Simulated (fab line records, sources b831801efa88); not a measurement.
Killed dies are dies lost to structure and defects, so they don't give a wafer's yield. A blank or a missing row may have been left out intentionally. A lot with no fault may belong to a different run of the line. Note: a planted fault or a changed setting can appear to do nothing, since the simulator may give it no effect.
8D (eight disciplines) problem report, filled in by code :: flow gf180mcu :: the parts of the form that need people (team, actions taken, sign-off) are left out

1. THE ISSUE
NSD_RS at GF_PSD_RS_MEAS_14 reads a mean of 44.61 ohm/sq on 6 wafers of 2 lots; wafers without a fault read 46.18 ohm/sq with a standard deviation of 0.096. That is -16 standard deviations from the usual mean.
The step: measures by four-point-probe.
First observed at day 21 12:54: wafer L773.1, on film_metro-04. Wafers with a number at this step in the record: 36, from 12 lots. Rule for "out" (also "out of limits"): further than 4 standard deviations from the usual mean. The rest of the wafers with a number are treated as sound.

2. WHAT IT IS, AND WHAT IT ISN'T
question: which readings at this step
is: NSD_RS
is not: -

question: which lots
is: L773, L774
is not: L753, L755, L756, L757, L761, L762, L763, L765, L766, L768

question: which wafers of those lots
is: all that have a number
is not: -

question: read on which gauges
is: film_metro-03, film_metro-04
is not: film_metro-01

question: when
is: from day 21 12:54
is not: up to then (30 sound wafers)

3. SUSPECTS, AND WHAT RULES EACH OUT
Counting: a tool at any process step up to the reading remains a suspect when it ran all the lots that are out and ran no sound lot after the first of those.
- the gauge at GF_PSD_RS_MEAS_14 is ruled out. The wafers that are out were read on 2 gauges (film_metro-03, film_metro-04).
- implanter-03 at GF_NSD_IMPLANT_09: kept. It processed each lot that is out, first L773 at day 20 11:56, and no sound lot thereafter; up to then, the last sound lot it processed was L768 at day 18 22:20. Its own beam_energy_keV readings are out on those wafers.
- plasma_asher-02 at GF_NSD_STRIP_11 (strips in O2/N2): kept. It processed each lot that is out, first L773 at day 20 12:14, and no sound lot thereafter; up to then, the last sound lot it processed was L768 at day 18 22:38. Its own strip_time_to_endpoint_s readings are out on those wafers.
The count leaves plasma_asher-02 at GF_NSD_STRIP_11 and implanter-03 at GF_NSD_IMPLANT_09.

4. THE CAUSE (what the simulator had put in)
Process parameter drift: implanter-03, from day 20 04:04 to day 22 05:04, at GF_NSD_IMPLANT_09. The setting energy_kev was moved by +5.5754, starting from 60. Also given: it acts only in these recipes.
Of the 2 suspects that counting leaves, this tool is one.

5. THE CHAIN OF EFFECTS, in route order
Each row: a reading where the mean over the struck wafers with a number is more than 3 standard deviations away from the usual. Readings are gone through only where the record gives a usual standard deviation; hours: the median, over the lots, of the time from a lot's start at the first step in this table giving one to that lot's start at this step; sigmas: the change measured in usual standard deviations.
hours: 0
step: GF_NSD_IMPLANT_09
reading: beam_energy_keV
usual: 59.999
on struck wafers: 65.583
change: +5.584
sigmas: +99 or more

hours: 0
step: GF_NSD_STRIP_11
reading: strip_time_to_endpoint_s
usual: 22.96 s
on struck wafers: 23.73
change: +0.77
sigmas: +20

hours: 25
step: GF_PSD_RS_MEAS_14
reading: NSD_RS
usual: 46.18 ohm/sq
on struck wafers: 44.61
change: -1.57
sigmas: -16
Its process steps:
- GF_NSD_IMPLANT_09
- GF_NSD_STRIP_11: strips in O2/N2.

6. HOW IT WOULD HAVE BEEN CAUGHT EARLIER
In this record the first reading out of limits at a measuring or inspecting step was taken at day 21 12:54, 33 hours after the fault began at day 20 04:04.
Tool's own readings at GF_NSD_IMPLANT_09, beam_energy_keV: out on all struck wafers the step has rows for; an alarm limit on them would have tripped on the first.
All the lots that are out (2) had begun GF_NSD_IMPLANT_09 on implanter-03 by day 21 12:54. None of them would have been spared by holding the tool at that moment.
